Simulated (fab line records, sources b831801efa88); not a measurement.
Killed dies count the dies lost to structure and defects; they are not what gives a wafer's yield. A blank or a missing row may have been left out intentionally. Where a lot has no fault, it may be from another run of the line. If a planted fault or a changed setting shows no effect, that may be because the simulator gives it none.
Problem report in the 8D (eight disciplines) form, filled by code | flow sky130 | the parts of the form that need people (team, actions taken, sign-off) are left out

== 1. WHAT WENT WRONG ==
Wafers without a fault read 6500.2 W, standard deviation 1.3; cathode-dc-power-W at SKY_METAL1_SPUTTER_01 reads a mean of 8400.0 W on 2 wafers belonging to 2 lots. That is +99 or more standard deviations from the usual mean.
The step: material TiN, target thk 20 nm, time 16.7 s.
The first sign was on wafer L322.4 at day 37 19:36, on pvd-sputter-04. Wafers with a number at this step in the record: 33, from 11 lots. By rule, "out" or "out of limits" means more than 4 standard deviations away from the usual mean. The rest of the wafers with a number are treated as sound.

== 2. WHAT IT IS; WHAT IT IS NOT ==
question                    | is                 | is not
which readings at this step | cathode-dc-power-W | throttle-valve-pct
which lots                  | L322, L323         | L302, L306, L307, L308, L311, L313, L315, L324, L325
which wafers of those lots  | L322.4, L323.6     | L322.1, L322.5, L323.1, L323.5
read on which tools         | pvd-sputter-04     | pvd-sputter-01, pvd-sputter-03
when                        | from day 37 19:36  | up to then (23 sound wafers); but 8 sound wafers of L323, L324, L325 came after

== 3. THE SUSPECTS, EACH WITH WHAT RULES IT OUT ==
Counting: if a tool at a process step up to the reading ran every lot that is out, it stays a suspect. Sound lots after the first of them don't rule it out here, since some wafers of a struck lot are sound.
- pvd-sputter-04 at SKY_METAL1_SPUTTER_01 (material TiN, target thk 20 nm, time 16.7 s): kept. Ran every lot that is out, first one L322 (day 37 19:36); last sound lot up to then L311 (day 34 17:13). On those wafers its own readings are out: cathode-dc-power-W.
After counting, what remains is pvd-sputter-04 at SKY_METAL1_SPUTTER_01.

== 4. THE CAUSE (what the simulator had put in) ==
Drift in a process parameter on pvd-sputter-04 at SKY_METAL1_SPUTTER_01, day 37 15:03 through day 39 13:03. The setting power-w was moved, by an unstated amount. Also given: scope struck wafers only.
Only this tool survived the counting.

== 5. THE EFFECT CHAIN, in route order ==
One row per reading whose mean, taken over the struck wafers that have a number, lies over 3 standard deviations from the usual. Readings are gone through only where the record gives a usual standard deviation; hours: the median, over the lots, of the time from a lot's start at the first step in this table giving one to that lot's start at this step; sigmas: the change measured in usual standard deviations.
hours | step                  | reading            | usual    | on struck wafers | change  | sigmas
0     | SKY_METAL1_SPUTTER_01 | cathode-dc-power-W | 6500.2 W | 8400.0           | +1899.8 | +99 or more
It contains these process steps:
- SKY_METAL1_SPUTTER_01: material TiN, target thk 20 nm, time 16.7 s.

== 6. HOW IT WOULD HAVE BEEN CAUGHT EARLIER ==
In this record no reading fell out of limits until day 37 19:36, 5 hours after the fault had begun at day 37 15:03.
